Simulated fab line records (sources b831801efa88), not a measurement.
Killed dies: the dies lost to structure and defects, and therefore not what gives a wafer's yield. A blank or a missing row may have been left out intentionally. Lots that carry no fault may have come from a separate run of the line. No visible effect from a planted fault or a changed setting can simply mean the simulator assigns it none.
A struck lot beside a sound one | flow gf180mcu | 15 steps out of a route of 602
Sound: the wafers L526.2, L526.3, L526.4. Struck: wafer L540.6. (L540.4, L540.5 of the same lot were not struck and are left out.) The cause comes at the end.
Each step with rows lists, per side, the tool, then ch with its chambers, then its first start. Under that, the readings that differ: sound wafers | struck wafers | difference of the means | sigmas: that difference in standard deviations of wafers without a fault.
alike: readings with means less than 2 such deviations apart, plus words and numbers identical on both sides. not compared: withheld readings, readings lacking a value on some wafer, bounds such as >300 that could conceal the same value, and numbers that have no deviation in the record and whose values overlap.
A row with sigmas, a row that says differs or no value, or rows on one side alone: a step with any of these is where the two part. Numbers that have no deviation but don't overlap get no sigmas and don't part them. A reading missing from all wafers of one side parts the sides only when that side holds two or more wafers.

first, 1 step without rows for these wafers: GF_STI_DEVELOP_11 (develop time 60 s).
GF_STI_CD_MEAS_12: target cd 220 nm.
  sound: cd_sem-01 at day 2 13:46; struck: cd_sem-01 at day 5 13:03
  alike: cd_nm
GF_STI_ETCH_13: etches the open film in CHF3/O2, stops on Si, target depth 282.31 nm, time 112.9 s.
  sound on rie_diel-04 ch 0,2,3, day 2 13:52; struck on rie_diel-02 ch 1, day 5 13:09
  alike: drypump_motor_current_A, oes_product_au, throttle_valve_pct
  not compared: rf_hours_counter_h
GF_STI_ETCH_14: etches Si in HBr/Cl2/O2, target depth 360 nm, time 102.9 s.
  sound on rie_si-02 ch 0,1,3, day 2 13:56; struck on rie_si-01 ch 3, day 5 13:14
  alike: drypump_motor_current_A, he_backside_leak_sccm, oes_product_au, throttle_valve_pct
  not compared: rf_hours_counter_h
GF_STI_STRIP_15: strips in O2/N2.
  sound on plasma_asher-04 ch 0,1, day 2 14:01; struck on plasma_asher-01 ch 0, day 5 13:20
  reading            | sound       | struck | difference | sigmas
  heater_power_w (W) | 377 390 356 | 309    | -65        | -3
  alike: drypump_motor_current_A, oes_product_au, platen_temp_c, strip_time_to_endpoint_s
  not compared: rf_hours_counter_h
then, 6 steps without rows for these wafers: GF_STI_CLEAN_16 (cleans in dHF, time 25 s); GF_STI_WET_ETCH_17 (etches Si3N4 in H3PO4, target depth 45 nm, time 514 s); GF_STI_CLEAN_18 (cleans in SC1/SC2, time 150 s); GF_STI_CLEAN_19 (cleans in dHF, time 20 s); GF_STI_WET_ETCH_20 (etches SiO2 in dHF, target depth 20 nm, time 400 s); GF_STI_OXIDATION_21 (stabilise 600 s, purge 300 s, target thk 15 nm).
GF_STI_THK_MEAS_22:
  sound: film_metro-01 at day 2 20:58; struck: film_metro-01 at day 5 15:50
  alike: STI_OXIDATION_01_THK
GF_STI_CVD_23: deposits SiO2, target thk 650 nm, time 108.3 s.
  sound on hdpcvd-01 ch 0,1,2, day 2 21:01; struck on hdpcvd-01 ch 0, day 5 15:55
  reading                              | sound             | struck | difference | sigmas
  model.SiO2_of_STI_CVD_23.thk_nm (nm) | 641.4 643.5 642.3 | 683.4  | +41.0      |
GF_STI_THK_MEAS_24:
  sound: film_metro-02 at day 2 21:06; struck: film_metro-02 at day 5 15:59
  reading             | sound       | struck | difference | sigmas
  STI_CVD_23_THK (nm) | 641 643 642 | 683    | +41        | +7
GF_STI_CMP_25: polishes, stops on Si3N4, t overpolish 33 s, target thk 524.6 nm.
  sound on cmp-01 ch 0,2,3, day 2 21:09; struck on cmp-01 ch 3, day 5 16:04
  alike: motor_current_A

## WHERE THEY PART
First at GF_STI_STRIP_15; last, within this record, at GF_STI_THK_MEAS_24. Later steps at which nothing parts them and some readings are alike: GF_STI_CMP_25.

WHY: what the simulator had put in
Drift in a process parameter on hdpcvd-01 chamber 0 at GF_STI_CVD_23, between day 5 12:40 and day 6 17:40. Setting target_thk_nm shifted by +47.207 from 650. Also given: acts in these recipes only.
